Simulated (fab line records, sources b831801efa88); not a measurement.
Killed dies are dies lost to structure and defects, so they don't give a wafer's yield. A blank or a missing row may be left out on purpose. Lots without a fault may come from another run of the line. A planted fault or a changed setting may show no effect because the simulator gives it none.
Split-lot experiment | flow sky130 | 5 lots, 23 wafers read, on a route of 708 steps

THE SPLIT
At SKY_FIELD_ISO_OXIDATION_01 (stabilise 600 s, purge 300 s, target thk 12 nm), the setting temp_c was moved away from the recipe's 900 C on 10 of the 23 wafers read, by -2.5% to -1.1%. The other wafers ran this setting at the recipe's value.

The file shows no step between the split and the reading.

THE READING
FIELD_ISO_OXIDATION_00_THK, in nm, at SKY_FIELD_ISO_THK_MEAS_02. Fault-free wafers of this fab line usually give 12.08 nm, standard deviation 0.22 nm.

wafer  | tool, chamber at the split | temp_c as run, C | against the recipe | FIELD_ISO_OXIDATION_00_THK, nm | against lot-mates on the recipe
L074.1 | furnace-02, 0              | 900              | recipe             | 12.53                          | -
L074.2 | furnace-02, 0              | 900              | recipe             | 12.52                          | -
L074.6 | furnace-02, 0              | 900              | recipe             | 12.27                          | -
L080.2 | -, -                       | 890.2            | -1.1%              | 10.88                          | no lot-mate on the recipe
L080.3 | -, -                       | 890.2            | -1.1%              | 10.97                          | no lot-mate on the recipe
L080.4 | -, -                       | 890.2            | -1.1%              | 11.30                          | no lot-mate on the recipe
L080.5 | -, -                       | 890.2            | -1.1%              | 10.89                          | no lot-mate on the recipe
L080.6 | -, -                       | 890.2            | -1.1%              | 10.96                          | no lot-mate on the recipe
L081.1 | -, -                       | 900              | recipe             | 12.11                          | -
L081.2 | -, -                       | 900              | recipe             | 12.12                          | -
L081.4 | -, -                       | 900              | recipe             | 12.20                          | -
L081.5 | -, -                       | 900              | recipe             | 12.25                          | -
L081.6 | -, -                       | 900              | recipe             | 12.25                          | -
L082.1 | -, -                       | 877.8            | -2.5%              | 9.38                           | no lot-mate on the recipe
L082.3 | -, -                       | 877.8            | -2.5%              | 9.26                           | no lot-mate on the recipe
L082.4 | -, -                       | 877.8            | -2.5%              | 9.30                           | no lot-mate on the recipe
L082.5 | -, -                       | 877.8            | -2.5%              | 9.15                           | no lot-mate on the recipe
L082.6 | -, -                       | 877.8            | -2.5%              | 9.39                           | no lot-mate on the recipe
L085.1 | -, -                       | 900              | recipe             | 12.16                          | -
L085.2 | -, -                       | 900              | recipe             | 12.11                          | -
L085.3 | -, -                       | 900              | recipe             | 12.09                          | -
L085.5 | -, -                       | 900              | recipe             | 12.18                          | -
L085.6 | -, -                       | 900              | recipe             | 12.20                          | -

THE FIT
A straight line over all 23 wafers: FIELD_ISO_OXIDATION_00_THK changes by +1.18 nm for each +1% of temp_c; r = +0.99; the points scatter about the line by 0.14 nm.
Too few moved wafers have a lot-mate on the recipe to fit a line with each lot's own level taken away.

THE WHOLE CHAIN: every reading that the file lists as answering this split, in the file's order
step                       | what it does                                   | reading                                                                                | change (the file's fit)              | r (the file's)
SKY_FIELD_ISO_OXIDATION_01 | stabilise 600 s, purge 300 s, target thk 12 nm | SiO2_of_FIELD_ISO_OXIDATION_01.thk_nm (the simulator's own value, which no gauge read) | +1.18 nm for each +1% of the setting | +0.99
SKY_FIELD_ISO_THK_MEAS_02  |                                                | FIELD_ISO_OXIDATION_00_THK                                                             | +1.18 for each +1% of the setting    | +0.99

THE FILE'S OWN FIT
FIELD_ISO_OXIDATION_00_THK changes by +1.18 nm for each +1% of temp_c, r = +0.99.
